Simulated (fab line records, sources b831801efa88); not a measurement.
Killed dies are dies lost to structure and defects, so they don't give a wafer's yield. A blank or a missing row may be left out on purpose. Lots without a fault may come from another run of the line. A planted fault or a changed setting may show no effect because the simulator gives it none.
fab line records | flow sky130
record lots=5 wafers=15 last_day=49
route steps=708 shown RES_PROTECT@206 POLY_GATE@213 LDD_N@237 LDD_LDN@303 POLY_CUT@318 PAD_OPEN@708
lots that met no fault: from a run of the same line without faults
start_h: hours from the record's first day to the start of the lot's first wafer shown | wait_h: hours since the lot's step before | " the same as in the row above | L1.1+2: a row that stands for several wafers | - no value, or no start given | * or withheld: withheld | < > ~ a bound
route shown NAME@n: a module of which the file shows steps, and the number in the route of the first | usual: mean/standard deviation of fault-free wafers | same: alike in all rows | chamber/n: place in a boat | sites: the reading at each site | _std_site: their standard deviation | _edge_site: outer sites' mean less inner sites' | radius_mm: how far each site lies from the wafer's centre | mask NAME#n: copy n | behind: the tool/chamber that last shaped the wafer | hold: why the lot was held/for how many hours/how that ended | device: the transistor (n, p or np) that didn't switch | end of line: the same wafers' tests at the end of the route | a step without rows: its recipe alone | killed: dies lost to structure and defects at the first sort, not the wafer's yield | map: a wafer's dies, x killed, . not, _ none there
set.NAME: the setting as run; set.NAME@STEP: as run at that earlier step | model.NAME: the simulator's own value behind a step, which no gauge read
lots at some steps of the route; a table a step, a row a wafer
services: from which hour (start_h, from the record's first day; less than 0 if before it) a tool's chamber was out of use, for how many hours, and why
## steps
# step SKY_RES_PROTECT_DEHYDRATE_00
# recipe temp_c=200 time_s=60
# step SKY_RES_PROTECT_HMDS_01
# recipe prime_time_s=60 prime_temp_c=120
# step SKY_RES_PROTECT_COAT_02
# recipe resist=NOVOLAK spin_rpm=3000 resist_thk_nm=1140
# step SKY_RES_PROTECT_SOFTBAKE_03
# recipe temp_c=90 time_s=60 resist=NOVOLAK
# step SKY_RES_PROTECT_EXPOSE_04
# recipe mask_id=RPM na=0.6 source_shape=conventional sigma_outer=0.6 polarization=unpolarized target_cd_nm=1270 dose_mj=131
# step SKY_RES_PROTECT_PEB_05
# recipe temp_c=withheld time_s=* resist=NOVOLAK
# step SKY_RES_PROTECT_DEVELOP_06
# recipe resist=NOVOLAK developer=TMAH develop_time_s=60 dev_temp_c=23
# step SKY_POLY_GATE_IMPLANT_02
# recipe species=P energy_kev=30 dose_cm2=7.7e+15 tilt_deg=0
# step SKY_RES_PROTECT_STRIP_07
# recipe chemistry=O2/N2 power_w=1400 pressure_mtorr=1500 platen_temp_c=withheld o2_flow_sccm=3000 n2_flow_sccm=300 overash_fraction=0.5
# step SKY_RES_PROTECT_CLEAN_09
# recipe chemistry=SC1/SC2 mix=1:4:20 temp_c=70 time_s=150 dry=n2_spin
# step SKY_POLY_GATE_CVD_03
# recipe material=Si3N4 precursor=DCS/NH3 target_thk_nm=75 temp_c=770 time_s=1290 pressure_mtorr=250
# usual spike_tc_top_C=782.1/0.98 zone_power_centre_pct=15.7/1.6 zone_power_upper_pct=12.9/0.57
# columns lot.wafer tool chamber start_h wait_h spike_tc_top_C zone_power_centre_pct zone_power_upper_pct model.Si3N4_of_POLY_GATE_CVD_03.thk_nm
L263.2 lpcvd-02 0 369.40 0.0 782.5 14.0 13.8 74.49
L263.4 " 0 " " 783.3 13.8 13.5 74.34
L263.5 " 0 " " 782.1 14.0 13.5 74.37
L268.3 lpcvd-02 1 409.01 0.9 783.1 17.0 12.4 135.3
L268.5 " 1 " " 782.3 17.0 12.5 135.7
L268.6 " 1 " " 782.6 17.1 12.3 135.6
L269.1 lpcvd-02 0 414.50 0.0 782.6 13.9 13.6 135.9
L269.3 " 0 " " 781.8 13.8 13.8 136.3
L269.4 " 0 " " 783.3 13.9 13.6 136.2
L270.1 lpcvd-02 1 437.80 0.0 781.7 17.2 12.3 136.3
L270.2 " 1 " " 781.6 17.1 12.4 136.1
L270.6 " 1 " " 783.0 17.2 12.6 136.2
L279.3 lpcvd-02 1 503.18 0.0 782.5 17.1 12.5 75.04
L279.5 " 1 " " 782.1 16.9 12.4 75.12
L279.6 " 1 " " 783.5 17.2 12.6 75.08
# step SKY_POLY_GATE_THK_MEAS_04
# recipe reads=Si3N4_of_POLY_GATE_CVD_03
# usual POLY_GATE_CVD_03_THK=75.2/0.76
# columns lot.wafer tool chamber start_h wait_h POLY_GATE_CVD_03_THK[nm]
L263.2 film_metro-01 - 370.77 0.0 74.5
L263.4 " - " " 74.4
L263.5 " - " " 74.3
L268.3 film_metro-04 - 410.39 0.0 135.2
L268.5 " - " " 135.7
L268.6 " - " " 135.6
L269.1 film_metro-02 - 415.86 0.0 135.9
L269.3 " - " " 136.4
L269.4 " - " " 136.2
L270.1 film_metro-04 - 439.16 0.0 136.3
L270.2 " - " " 136.2
L270.6 " - " " 136.3
L279.3 film_metro-01 - 504.56 0.0 75.0
L279.5 " - " " 75.1
L279.6 " - " " 75.1
# step SKY_POLY_GATE_DEHYDRATE_05
# recipe temp_c=200 time_s=60
# step SKY_POLY_GATE_HMDS_06
# recipe prime_time_s=60 prime_temp_c=120
# step SKY_POLY_GATE_COAT_07
# recipe resist=BARC temp_c=withheld time_s=withheld spin_rpm=3000 resist_thk_nm=110
# step SKY_POLY_GATE_COAT_08
# recipe resist=KrF-thick spin_rpm=3000 resist_thk_nm=450
# step SKY_POLY_GATE_SOFTBAKE_09
# recipe temp_c=100 time_s=90 resist=KrF-thick
# step SKY_POLY_GATE_EXPOSE_10
# recipe mask_id=P1M na=0.68 source_shape=conventional sigma_outer=0.6 target_cd_nm=150 dose_mj=28
# step SKY_POLY_GATE_PEB_11
# recipe peb_temp_c=withheld peb_time_s=withheld resist=KrF-thick
# step SKY_POLY_GATE_DEVELOP_12
# recipe develop_time_s=60 resist=KrF-thick dev_temp_c=19.81
# step SKY_POLY_GATE_ETCH_15
# recipe chemistry=N2/H2 target=BARC ion_energy_ev=200 source_w=500 bias_w=100 pressure_mtorr=30 n2_flow_sccm=100 h2_flow_sccm=200 stop_on=SiO2 time_s=118.5 target_depth_a=1100
# step SKY_POLY_GATE_ETCH_16
# recipe stop_on=poly-Si chemistry=CH3F/O2 target=Si3N4 source_w=400 bias_w=80 pressure_mtorr=25 ch3f_flow_sccm=40 O2_flow_sccm=30 time_s=147.5 target_depth_a=750
# usual drypump_motor_current_A=5.9/0.4 oes_product_au=0.642/0.0051 throttle_valve_pct=10.535/0.009
# columns lot.wafer tool chamber start_h wait_h drypump_motor_current_A oes_product_au rf_hours_counter_h throttle_valve_pct model.etch.depth_nm
L263.2 rie_diel-02 0 399.26 0.0 5.6 0.633 5 10.538 74.49
L263.4 " 3 " " 5.8 0.641 2 10.528 74.34
L263.5 " 0 " " 5.6 0.637 - 10.546 74.37
L268.3 rie_diel-04 1 440.69 0.0 6.6 0.848 75 10.552 135.3
L268.5 " 1 " " 6.6 0.853 - 10.557 135.7
L268.6 " 2 " " 6.3 0.853 - 10.578 135.6
L269.1 rie_diel-04 3 446.51 0.0 5.5 0.854 89 10.552 135.9
L269.3 " 2 " " 6.3 0.859 1 10.565 136.3
L269.4 " 0 " " 5.6 0.844 64 10.563 136.2
L270.1 rie_diel-02 3 469.78 0.0 5.8 0.857 3 10.566 136.3
L270.2 " 2 " " 5.6 0.863 9 10.576 136.1
L270.6 " 1 " " 5.9 0.858 - 10.558 136.2
L279.3 rie_diel-04 0 535.38 0.0 5.6 0.644 65 10.533 75.04
L279.5 " 2 " " 6.3 0.642 - 10.541 75.12
L279.6 " 1 " " 6.7 0.636 - 10.543 75.08
# step SKY_POLY_GATE_ETCH_17
# recipe target_depth_nm=180 stop_on=SiO2 over_etch_frac=0.56667 chemistry=HBr/Cl2 target=poly-Si icp_w=400 bias_w=100 pressure_mtorr=10 HBr_flow_sccm=150 Cl2_flow_sccm=50 time_s=70.5
# step SKY_POLY_GATE_STRIP_18
# recipe chemistry=O2/N2 power_w=1400 pressure_mtorr=1500 platen_temp_c=withheld o2_flow_sccm=3000 n2_flow_sccm=300 overash_fraction=0.5
# step SKY_POLY_GATE_CLEAN_19
# recipe chemistry=SC1/SC2 mix=1:4:20 temp_c=70 time_s=150 dry=n2_spin
# step SKY_POLY_GATE_OXIDATION_20
# recipe temp_c=850 ambient=O2 stabilise_s=600 purge_s=300 target_thk_a=40 ox_time_s=899
# step SKY_LDD_N_DEHYDRATE_00
# recipe temp_c=200 time_s=60
# step SKY_LDD_N_HMDS_01
# recipe prime_time_s=60 prime_temp_c=120
# step SKY_LDD_N_COAT_02
# recipe resist=NOVOLAK spin_rpm=3000 resist_thk_nm=300
# step SKY_LDD_N_SOFTBAKE_03
# recipe temp_c=90 time_s=60 resist=NOVOLAK
# step SKY_LDD_N_EXPOSE_04
# recipe mask_id=NTM target_cd_nm=840 na=0.6 source_shape=conventional sigma_outer=0.6 dose_mj=110
# step SKY_LDD_N_PEB_05
# recipe temp_c=withheld time_s=* resist=NOVOLAK
# step SKY_LDD_N_DEVELOP_06
# recipe develop_time_s=60 dev_temp_c=23
# step SKY_LDD_N_IMPLANT_08
# recipe species=As energy_kev=20 dose_cm2=7.5e+13 tilt_deg=withheld rotation_deg=23
# step SKY_LDD_N_IMPLANT_09
# recipe species=As energy_kev=20 dose_cm2=7.5e+13 tilt_deg=withheld rotation_deg=113
# step SKY_LDD_LDN_CLEAN_14
# recipe chemistry=SC1/SC2 mix=1:4:20 temp_c=70 time_s=150 dry=n2_spin
# columns lot.wafer tool chamber start_h wait_h model.Si3N4_of_POLY_GATE_CVD_03.thk_nm
L263.2 wet_bench-03 1 556.17 0.0 74.36
L263.4 " 1 " " 74.2
L263.5 " 1 " " 74.23
L268.3 wet_bench-04 1 599.78 0.0 135.1
L268.5 " 1 " " 135.6
L268.6 " 1 " " 135.5
L269.1 wet_bench-04 2 602.65 0.1 135.7
L269.3 " 2 " " 136.2
L269.4 " 2 " " 136.1
L270.1+6 wet_bench-04 0 624.07 0.1 136.1
L270.2 " 0 " " 136
L279.3 wet_bench-03 2 685.31 0.0 74.9
L279.5 " 2 " " 74.98
L279.6 " 2 " " 74.95
# step SKY_POLY_CUT_ETCH_11
# recipe target=Si3N4 chemistry=CF4/CH2F2/Ar stop_on=poly-Si source_w=600 bias_w=150 pressure_mtorr=40 cf4_flow_sccm=40 ch2f2_flow_sccm=20 Ar_flow_sccm=150 time_s=42.5 target_depth_a=600
# usual drypump_motor_current_A=5.9/0.4 oes_product_au=0.831/0.0062 throttle_valve_pct=14.994/0.0097
# columns lot.wafer tool chamber start_h wait_h drypump_motor_current_A oes_product_au rf_hours_counter_h throttle_valve_pct model.etch.depth_nm model.POLY_CUT.feature_depth_nm
L263.2 rie_diel-02 2 587.72 0.0 5.6 0.830 11 14.998 61.47 61.47
L263.4 " 3 " " 5.8 0.821 5 15.001 61.39 61.39
L263.5 " 2 " " 5.6 0.833 - 15.000 61.38 61.38
L268.3 rie_diel-01 2 629.80 0.0 5.9 1.010 49 15.013 86.16 86.16
L268.5 " 3 " " 5.6 0.998 - 14.996 84.29 84.29
L268.6 " 2 " " 6.0 1.000 - 15.029 84.91 84.91
L269.1 rie_diel-01 1 634.72 0.0 6.6 1.009 1 15.004 85.68 85.68
L269.3 " 3 " " 5.6 1.004 63 15.025 84.75 84.75
L269.4 " 0 " " 5.4 0.991 0 14.997 82.88 82.88
L270.1 rie_diel-04 0 653.57 0.0 5.6 0.977 0 14.979 81.95 81.95
L270.2 " 3 " " 5.5 0.987 2 15.019 82.94 82.94
L270.6 " 3 " " 5.5 0.989 - 15.007 82.59 82.59
L279.3 rie_diel-04 1 716.12 0.0 6.7 0.830 2 15.001 62.02 62.02
L279.5 " 2 " " 6.3 0.827 - 14.995 62.11 62.11
L279.6 " 3 " " 5.5 0.825 - 15.006 62.17 62.17
# step SKY_PAD_OPEN_PROBE_99
# usual killed_at_M0_to_M3=45/7.1 killed_at_M4_up=3.0/1.8 killed_at_contacts=24/5.4 killed_at_front_end=16/4.9 killed_at_other=0.3/0.63 killed_dies=88/11 killed_on_rim=17/3.4 killed_open=47/7.4 killed_short=40/7
# same gross_dies=492 killed_at_back_side=0
# columns lot.wafer tool chamber start_h wait_h killed_at_M0_to_M3 killed_at_M4_up killed_at_contacts killed_at_front_end killed_at_other killed_dies killed_on_rim killed_open killed_short
L263.2 prober-02 - 1094.52 0.1 34 2 22 21 0 79 16 37 42
L263.4 prober-02 - 1094.62 0.2 42 2 19 11 0 74 15 39 35
L263.5 prober-02 - 1094.67 0.2 44 1 9 19 0 73 13 33 40
L268.3 prober-02 - 1125.72 0.2 48 2 15 426 1 492 96 44 33
L268.5 prober-02 - 1125.82 0.2 41 1 24 425 1 492 96 32 46
L268.6 prober-02 - 1125.87 0.2 56 3 22 411 0 492 96 53 38
L269.1 prober-02 - 1129.08 0.1 32 6 25 429 0 492 96 43 31
L269.3 prober-02 - 1129.18 0.2 41 2 22 427 0 492 96 41 35
L269.4 prober-02 - 1129.23 0.2 46 6 27 413 0 492 96 46 44
L270.1 prober-01 - 1140.02 0.1 53 4 40 394 1 492 96 60 51
L270.2 prober-01 - 1140.07 0.1 49 0 22 421 0 492 96 55 45
L270.6 prober-01 - 1140.27 0.2 49 3 20 420 0 492 96 56 33
# killed by level:class
L263.2 LI_CONTACT:geometric_particle:open=8 LOCAL_INTERCONNECT:geometric_particle:short=7 POLY_GATE:geometric_particle:open=6 VIA2:geometric_particle:open=6 VIA3:geometric_particle:short=5 VIA1:geometric_particle:short=5 FIELD_ISO:geometric_particle:short=4 CONTACT:geometric_particle:open=4
L263.4 VIA1:geometric_particle:open=10 VIA3:geometric_particle:open=8 CONTACT:geometric_particle:open=6 METAL1:geometric_particle:short=6 METAL2:geometric_particle:short=6 LI_CONTACT:geometric_particle:open=5 POLY_GATE:geometric_particle:open=4 CONTACT:geometric_particle:short=4
L263.5 METAL1:geometric_particle:short=7 VIA1:geometric_particle:open=6 VIA1:geometric_particle:short=6 VIA2:geometric_particle:open=6 POLY_GATE:geometric_particle:short=5 VIA2:geometric_particle:short=5 POLY_GATE:geometric_particle:open=4 SPACER:geometric_particle:open=4
L268.3 POLY_CUT:area_etch=415 VIA1:geometric_particle:open=11 VIA3:geometric_particle:open=9 VIA2:geometric_particle:open=7 METAL2:geometric_particle:short=6 CONTACT:geometric_particle:short=5 CONTACT:geometric_particle:open=4 METAL1:geometric_particle:short=4
L268.5 POLY_CUT:area_etch=414 METAL1:geometric_particle:short=11 CONTACT:geometric_particle:open=8 LI_CONTACT:geometric_particle:open=7 VIA1:geometric_particle:open=6 VIA1:geometric_particle:short=5 METAL2:geometric_particle:short=5 VIA3:geometric_particle:open=5
L268.6 POLY_CUT:area_etch=401 VIA1:geometric_particle:open=11 CONTACT:geometric_particle:open=10 LI_CONTACT:geometric_particle:open=7 VIA3:geometric_particle:open=7 METAL1:geometric_particle:short=7 METAL2:geometric_particle:short=7 VIA2:geometric_particle:open=6
L269.1 POLY_CUT:area_etch=418 CONTACT:geometric_particle:open=11 VIA1:geometric_particle:open=9 LI_CONTACT:geometric_particle:open=5 CONTACT:geometric_particle:short=5 VIA2:geometric_particle:open=5 POLY_GATE:geometric_particle:short=4 FIELD_ISO:geometric_particle:open=3
L269.3 POLY_CUT:area_etch=416 VIA1:geometric_particle:open=9 CONTACT:geometric_particle:open=8 VIA3:geometric_particle:open=8 CONTACT:geometric_particle:short=6 METAL1:geometric_particle:short=5 LI_CONTACT:geometric_particle:open=4 METAL2:geometric_particle:short=4
L269.4 POLY_CUT:area_etch=402 VIA1:geometric_particle:open=10 LOCAL_INTERCONNECT:geometric_particle:short=8 METAL1:geometric_particle:short=7 VIA3:geometric_particle:open=7 CONTACT:geometric_particle:short=6 CONTACT:geometric_particle:open=6 VIA2:geometric_particle:open=6
L270.1 POLY_CUT:area_etch=381 CONTACT:geometric_particle:open=16 VIA1:geometric_particle:open=15 CONTACT:geometric_particle:short=8 VIA3:geometric_particle:open=8 LOCAL_INTERCONNECT:geometric_particle:short=7 METAL2:geometric_particle:short=6 VIA2:geometric_particle:open=6
L270.2 POLY_CUT:area_etch=392 VIA1:geometric_particle:open=16 FIELD_ISO:geometric_particle:short=12 VIA3:geometric_particle:open=7 LI_CONTACT:geometric_particle:open=7 CONTACT:geometric_particle:open=7 FIELD_ISO:geometric_particle:open=6 POLY_GATE:geometric_particle:short=6
L270.6 POLY_CUT:area_etch=403 VIA1:geometric_particle:open=16 CONTACT:geometric_particle:open=11 VIA3:geometric_particle:open=9 FIELD_ISO:geometric_particle:short=6 VIA2:geometric_particle:open=6 VIA1:geometric_particle:short=5 METAL2:geometric_particle:short=4
# map L268.3 (x killed, . not)
__________xxxxxxxxxx_________
________xxxxxxxxxxxxxx_______
______xxxxxxxxxxxxxxxxxx_____
_____xxxxxxxxxxxxxxxxxxxx____
____xxxxxxxxxxxxxxxxxxxxxx___
___xxxxxxxxxxxxxxxxxxxxxxxx__
__xxxxxxxxxxxxxxxxxxxxxxxxxx_
_xxxxxxxxxxxxxxxxxxxxxxxxxxxx
_xxxxxxxxxxxxxxxxxxxxxxxxxxxx
_xxxxxxxxxxxxxxxxxxxxxxxxxxxx
_xxxxxxxxxxxxxxxxxxxxxxxxxxxx
_xxxxxxxxxxxxxxxxxxxxxxxxxxxx
_xxxxxxxxxxxxxxxxxxxxxxxxxxxx
_xxxxxxxxxxxxxxxxxxxxxxxxxxxx
_xxxxxxxxxxxxxxxxxxxxxxxxxxxx
__xxxxxxxxxxxxxxxxxxxxxxxxxx_
___xxxxxxxxxxxxxxxxxxxxxxxx__
____xxxxxxxxxxxxxxxxxxxxxx___
_____xxxxxxxxxxxxxxxxxxxx____
______xxxxxxxxxxxxxxxxxx_____
________xxxxxxxxxxxxxx_______
__________xxxxxxxxxx_________
# map L269.1 (x killed, . not)
__________xxxxxxxxxx_________
________xxxxxxxxxxxxxx_______
______xxxxxxxxxxxxxxxxxx_____
_____xxxxxxxxxxxxxxxxxxxx____
____xxxxxxxxxxxxxxxxxxxxxx___
___xxxxxxxxxxxxxxxxxxxxxxxx__
__xxxxxxxxxxxxxxxxxxxxxxxxxx_
_xxxxxxxxxxxxxxxxxxxxxxxxxxxx
_xxxxxxxxxxxxxxxxxxxxxxxxxxxx
_xxxxxxxxxxxxxxxxxxxxxxxxxxxx
_xxxxxxxxxxxxxxxxxxxxxxxxxxxx
_xxxxxxxxxxxxxxxxxxxxxxxxxxxx
_xxxxxxxxxxxxxxxxxxxxxxxxxxxx
_xxxxxxxxxxxxxxxxxxxxxxxxxxxx
_xxxxxxxxxxxxxxxxxxxxxxxxxxxx
__xxxxxxxxxxxxxxxxxxxxxxxxxx_
___xxxxxxxxxxxxxxxxxxxxxxxx__
____xxxxxxxxxxxxxxxxxxxxxx___
_____xxxxxxxxxxxxxxxxxxxx____
______xxxxxxxxxxxxxxxxxx_____
________xxxxxxxxxxxxxx_______
__________xxxxxxxxxx_________
## services
# columns tool chamber start_h hours kind
rie_diel-01 0 351.74 7.7 repair
rie_diel-04 0 379.58 10.3 repair
rie_diel-01 3 380.84 9.0 repair
rie_diel-04 2 394.07 - clean
rie_diel-04 2 394.07 19.5 scheduled_down
rie_diel-04 2 394.07 19.5 vent_cycle
rie_diel-01 0 396.09 5.3 repair
rie_diel-02 0 424.68 7.7 repair
rie_diel-02 - 453.95 2.8 pm
rie_diel-01 3 457.83 5.0 repair
lpcvd-02 - 507.42 0.7 repair
rie_diel-01 2 509.21 5.8 repair
rie_diel-04 0 521.28 4.7 repair
rie_diel-02 1 527.48 17.8 repair
rie_diel-01 3 529.82 6.2 repair
rie_diel-02 2 562.18 18.7 repair
rie_diel-01 - 565.46 0.2 repair
rie_diel-01 1 568.89 3.3 repair
rie_diel-02 0 612.47 11.0 repair
rie_diel-02 3 644.05 9.2 repair
rie_diel-02 3 657.98 4.8 repair
rie_diel-02 2 668.04 10.4 repair
rie_diel-02 3 687.11 3.3 repair
rie_diel-02 1 694.13 7.5 repair
## key
first_sign step=SKY_POLY_GATE_THK_MEAS_04 reading=POLY_GATE_CVD_03_THK direction=up sigmas=80 usual=75.2 struck=136.0
effect step=SKY_POLY_GATE_ETCH_16 reading=oes_product_au direction=up sigmas=42 usual=0.642 struck=0.854
effect step=SKY_POLY_CUT_ETCH_11 reading=oes_product_au direction=up sigmas=27 usual=0.831 struck=0.996
effect step=SKY_PAD_OPEN_PROBE_99 reading=killed_at_front_end direction=up sigmas=82 usual=16 struck=418
model_effect step=SKY_POLY_GATE_CVD_03 value=Si3N4_of_POLY_GATE_CVD_03.thk_nm without=74.57 struck=136
model_effect step=SKY_POLY_GATE_ETCH_16 value=etch.depth_nm without=74.57 struck=136
model_effect step=SKY_LDD_LDN_CLEAN_14 value=Si3N4_of_POLY_GATE_CVD_03.thk_nm without=74.43 struck=135.8
model_effect step=SKY_POLY_CUT_ETCH_11 value=etch.depth_nm without=61.52 struck=84.02
more_kills_born_at SKY_POLY_CUT_ETCH_11@rie_diel-01=2466 SKY_POLY_CUT_ETCH_11@rie_diel-04=1176
met_at SKY_POLY_GATE_CVD_03
struck_wafers L268.3,L268.5,L268.6,L269.1,L269.3,L269.4,L270.1,L270.2,L270.6
later_rows_left_out L268.3,L268.5,L268.6,L269.1,L269.3,L269.4,L270.1,L270.2,L270.6
tester_left_out L268,L269,L270
onset_between 369.40 409.01
fault kind=process_parameter_drift tool=lpcvd-02 chamber=- onset_h=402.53 steps=SKY_POLY_GATE_CVD_03 channel=target_thk_nm offset=61.392 shape=step end_h=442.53 acts_in=these_recipes_only stated=75
# tester_left_out: of these lots the tester's yield and bins aren't shown, on N5 and GAA mostly nor the transistor test; their killed dies are dies lost to structure and defects alone, not to doping, threshold or leakage, so they don't give the yield
# later_rows_left_out: the simulator's readings of these wafers behind a module that went badly wrong aren't trusted and aren't shown, but for the sort
